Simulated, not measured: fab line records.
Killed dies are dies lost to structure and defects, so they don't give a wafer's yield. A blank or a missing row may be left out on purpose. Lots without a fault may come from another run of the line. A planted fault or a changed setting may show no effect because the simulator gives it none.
8D (eight disciplines) problem report, filled in by code | flow gf180mcu | the parts of the form that need people (team, actions taken, sign-off) are left out

== 1. WHAT IS WRONG ==
runLengthS at GF_V2_SOFTBAKE_10 reads a mean of 99.06 s on 6 wafers of 2 lots; wafers without a fault read 89.13 s with a standard deviation of 0.26. That is +38 standard deviations from the usual mean.
The step: time 60 s.
The first sign was on wafer L737.1 at day 24 08:00, on lithoTrack-04. The record holds 36 wafers of 12 lots with a number at this step. The rule behind "out" and "out of limits": a value lying over 4 standard deviations away from the usual mean. All remaining wafers that have a number are taken as sound.

== 2. WHAT IT IS; WHAT IT IS NOT ==
question                    | is                     | is not
which readings at this step | runLengthS             | resistLineTempC
which lots                  | L737, L740             | L726, L728, L729, L730, L731, L732, L743, L746, L747, L748
which wafers of those lots  | all that have a number | -
read on which tools         | lithoTrack-04          | lithoTrack-02, lithoTrack-03
when                        | from day 24 08:00      | up to then (18 sound wafers); but 12 sound wafers of L743, L746, L747, L748 came after

== 3. SUSPECTS, AND WHAT RULES EACH OUT ==
Counting: a tool at a process step up to the reading stays a suspect if it ran every lot that is out and no sound lot after the first of them.
- lithoTrack-04 at GF_V2_SOFTBAKE_10 (time 60 s): kept. All lots that are out passed through it, beginning with L737 at day 24 08:00, and no sound lot followed; its final sound lot before that point was L732 at day 22 17:00. Out on those wafers are its own readings of runLengthS.
Remaining after the count: lithoTrack-04 at GF_V2_SOFTBAKE_10.

== 4. THE CAUSE (what the simulator had put in) ==
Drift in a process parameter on lithoTrack-04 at GF_V2_SOFTBAKE_10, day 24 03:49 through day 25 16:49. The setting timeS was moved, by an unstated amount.
Counting left only this tool.

== 5. SEQUENCE OF EFFECTS, ordered by route ==
One row per reading whose mean, taken over the struck wafers that have a number, lies over 3 standard deviations from the usual. Readings are gone through only where the record gives a usual standard deviation; hours: the median, over the lots, of the time from a lot's start at the first step in this table giving one to that lot's start at this step; sigmas: the change measured in usual standard deviations.
hours | step              | reading    | usual   | on struck wafers | change | sigmas
0     | GF_V2_SOFTBAKE_10 | runLengthS | 89.13 s | 99.06            | +9.93  | +38
Here are the process steps it includes:
- GF_V2_SOFTBAKE_10: time 60 s.

== 6. WHAT WOULD HAVE CAUGHT IT SOONER ==
In this record no reading fell out of limits until day 24 08:00, 4 hours after the fault had begun at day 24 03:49.
